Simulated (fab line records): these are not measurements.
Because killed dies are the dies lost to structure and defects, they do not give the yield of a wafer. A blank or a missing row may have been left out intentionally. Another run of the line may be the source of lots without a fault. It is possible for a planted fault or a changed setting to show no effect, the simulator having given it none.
The tool behind it: which one? -- flow sky130 -- 18 wafers from 6 lots sampled at 5 of the route's 708 steps

WHAT EACH GAUGE READ, for each wafer
SKY_LOCAL_INTERCONNECT_THK_MEAS_02: measures by xrf.
lot,measured,on,LOCAL_INTERCONNECT_TIN_THK (nm)
L812,day 30 00:26,film metro-01,101.1 100.7 100.9
L816,day 31 13:44,film metro-02,101.7 101.8 100.1
L820,day 32 15:54,film metro-02,101.5 101.0 102.0
L822,day 33 11:43,film metro-01,101.6 100.7 100.5
L828,day 34 23:22,film metro-04,101.9 101.7 102.3
L832,day 36 12:38,film metro-02,102.0 101.2 101.2

TOOL THAT RAN EACH LOT (tool first, then ch and the chambers of the sampled wafers, then the start)
lot,SKY_VT_ADJUST_PCH_COAT_02,SKY_VT_ADJUST_PCH_STRIP_09,SKY_POLY_CUT_ETCH_10,SKY_LOCAL_INTERCONNECT_SPUTTER_00
L812,"litho track-01 ch 0, day 10 12:47","plasma asher-02 ch 0,1, day 11 00:41","rie diel-04 ch 1,2,3, day 25 00:14","pvd sputter-03, day 30 00:15"
L816,"litho track-02 ch 0, day 11 22:07","plasma asher-01 ch 0,1, day 12 10:46","rie diel-04 ch 0,1,3, day 26 16:31","pvd sputter-01, day 31 13:33"
L820,"litho track-02 ch 0, day 13 00:40","plasma asher-02 ch 0,1, day 13 13:20","rie diel-01 ch 1,3, day 27 21:19","pvd sputter-02, day 32 15:43"
L822,"litho track-01 ch 0, day 13 15:46","plasma asher-02 ch 0,1, day 14 06:16","rie diel-03 ch 0,1,3, day 28 18:20","pvd sputter-02, day 33 11:32"
L828,"litho track-04 ch 0, day 15 08:49","plasma asher-03 ch 0,1, day 15 22:44","rie diel-04 ch 0,1, day 30 07:56","pvd sputter-01, day 34 23:11"
L832,"litho track-01 ch 0, day 16 22:58","plasma asher-02 ch 0,1, day 17 13:44","rie diel-04 ch 1,2,3, day 31 23:38","pvd sputter-02, day 36 12:27"
- SKY_VT_ADJUST_PCH_COAT_02: resist thk 3000 nm.
- SKY_VT_ADJUST_PCH_STRIP_09: strips in O2/N2.
- SKY_POLY_CUT_ETCH_10: etches BARC in N2/H2, stops on SiO2, time 45.9 s, target depth 60 nm.
- SKY_LOCAL_INTERCONNECT_SPUTTER_00: material TiN, target thk 100 nm, time 83.3 s.

THE ANSWER, worked out from the rows above alone
Rule: what is usual is taken from the lots themselves. Put in order of their means at a reading, lots are off if they are a third of the lots or fewer, leave a main group of 4 or more, and stand apart from it by a gap of 3 or more times the standard deviation of the main group's means; of several such gaps the widest counts. The tables above print the reading to a certain number of digits; a main group whose means all agree to those digits is not used. Also off: a lot with no number at a reading for which 4 or more lots have one. Where the step has rows for the other lots, those lots are counted as sound.
None of the lots is off at any reading shown; this tells nothing.

WHAT THE SIMULATOR HAD INSERTED
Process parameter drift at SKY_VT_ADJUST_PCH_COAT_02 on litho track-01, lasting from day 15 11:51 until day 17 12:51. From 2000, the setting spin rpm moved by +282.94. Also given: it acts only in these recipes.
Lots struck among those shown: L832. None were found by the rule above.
